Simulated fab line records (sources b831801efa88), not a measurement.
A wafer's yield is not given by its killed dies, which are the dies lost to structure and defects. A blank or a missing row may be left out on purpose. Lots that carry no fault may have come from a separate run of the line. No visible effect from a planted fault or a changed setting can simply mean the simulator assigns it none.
8D (eight disciplines) problem report, filled in by code / flow sky130 / the parts of the form that need people (team, actions taken, sign-off) are left out

## 1. WHAT IS WRONG
A mean of 110.1 s is read at SKY_METAL1_METAL_ETCH_19 for run-length-s, taken on 1 wafer of 1 lot, against 106.1 s (standard deviation 0.42) on wafers free of any fault. That is +9.5 standard deviations from the usual mean.
The step: etches the open film in Cl2/BCl3, stops on SiO2, target depth 360 nm, time 78 s.
First observed at day 39 03:19: wafer L647.1, on rie-metal-03. The record has a number at this step for 15 wafers belonging to 5 lots. By rule, "out" or "out of limits" means more than 4 standard deviations away from the usual mean. Any other wafer with a number is counted as sound.

## 2. WHAT IT IS AND WHAT IT IS NOT
question=which readings at this step | is=run-length-s, oes-product-au | is not=drypump-motor-current-A, throttle-valve-pct
question=which lots | is=L647 | is not=L634, L639, L648, L651
question=which wafers of those lots | is=L647.1 | is not=L647.2, L647.5
question=read on which tools | is=rie-metal-03 | is not=rie-metal-02
question=when | is=from day 39 03:19 | is not=up to then (8 sound wafers); but 6 sound wafers of L648, L651 came after

## 3. WHAT RULES OUT EACH SUSPECT
Counting: a tool at a process step up to the reading stays a suspect if it ran every lot that is out. Sound lots after the first of them don't rule it out here, since some wafers of a struck lot are sound.
- rie-metal-03 at SKY_METAL1_DESCUM_17 (chemistry O2, time 8 s): kept. It ran the lot that is out, L647 (day 39 03:13); its last sound lot up to then is L639 (day 36 17:43).
- rie-metal-03 at SKY_METAL1_ETCH_18 (etches BARC in N2/H2, stops on SiO2, time 45.9 s, target depth 60 nm): kept. It ran the lot that is out, L647 (day 39 03:15); its last sound lot up to then is L639 (day 36 17:47).
- rie-metal-03 at SKY_METAL1_METAL_ETCH_19 (etches the open film in Cl2/BCl3, stops on SiO2, target depth 360 nm, time 78 s): kept. It ran the lot that is out, L647 (day 39 03:19); its last sound lot up to then is L639 (day 36 17:55). Its own oes-product-au, run-length-s readings are out on those wafers.
- At SKY_METAL1_DESCUM_17 on rie-metal-03, chamber 1 took the sound wafers of the same lots and chamber 0 took the wafers that are out.
- At SKY_METAL1_ETCH_18 on rie-metal-03, chamber 1 took the sound wafers of the same lots and chamber 0 took the wafers that are out.
- At SKY_METAL1_METAL_ETCH_19 on rie-metal-03, chamber 1 took the sound wafers of the same lots and chamber 0 took the wafers that are out.
Left after counting: rie-metal-03 at SKY_METAL1_DESCUM_17, rie-metal-03 at SKY_METAL1_ETCH_18, rie-metal-03 at SKY_METAL1_METAL_ETCH_19.

## 4. THE CAUSE (what the simulator had put in)
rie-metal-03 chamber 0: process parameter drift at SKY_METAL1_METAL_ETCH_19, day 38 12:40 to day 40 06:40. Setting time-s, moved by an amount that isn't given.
Counting leaves 3 suspects; this tool is one of them.

## 5. THE CHAIN OF EFFECTS, in route order
Each row: a reading whose mean over the struck wafers that have a number lies more than 3 standard deviations from the usual. Readings are gone through only where the record gives a usual standard deviation; hours: the median, over the lots, of the time from a lot's start at the first step in this table giving one to that lot's start at this step; sigmas: the change measured in usual standard deviations.
hours=0; step=SKY_METAL1_METAL_ETCH_19; reading=oes-product-au; usual=0.856 a.u.; on struck wafers=0.827; change=-0.029; sigmas=-4.6
hours=0; step=SKY_METAL1_METAL_ETCH_19; reading=run-length-s; usual=106.1 s; on struck wafers=110.1; change=+4.0; sigmas=+9.5
It contains these process steps:
- SKY_METAL1_METAL_ETCH_19: etches the open film in Cl2/BCl3, stops on SiO2, target depth 360 nm, time 78 s.

## 6. HOW IT WOULD HAVE BEEN CAUGHT EARLIER
The fault began at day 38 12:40; the first out-of-limits reading in this record came at day 39 03:19, 15 hours later.
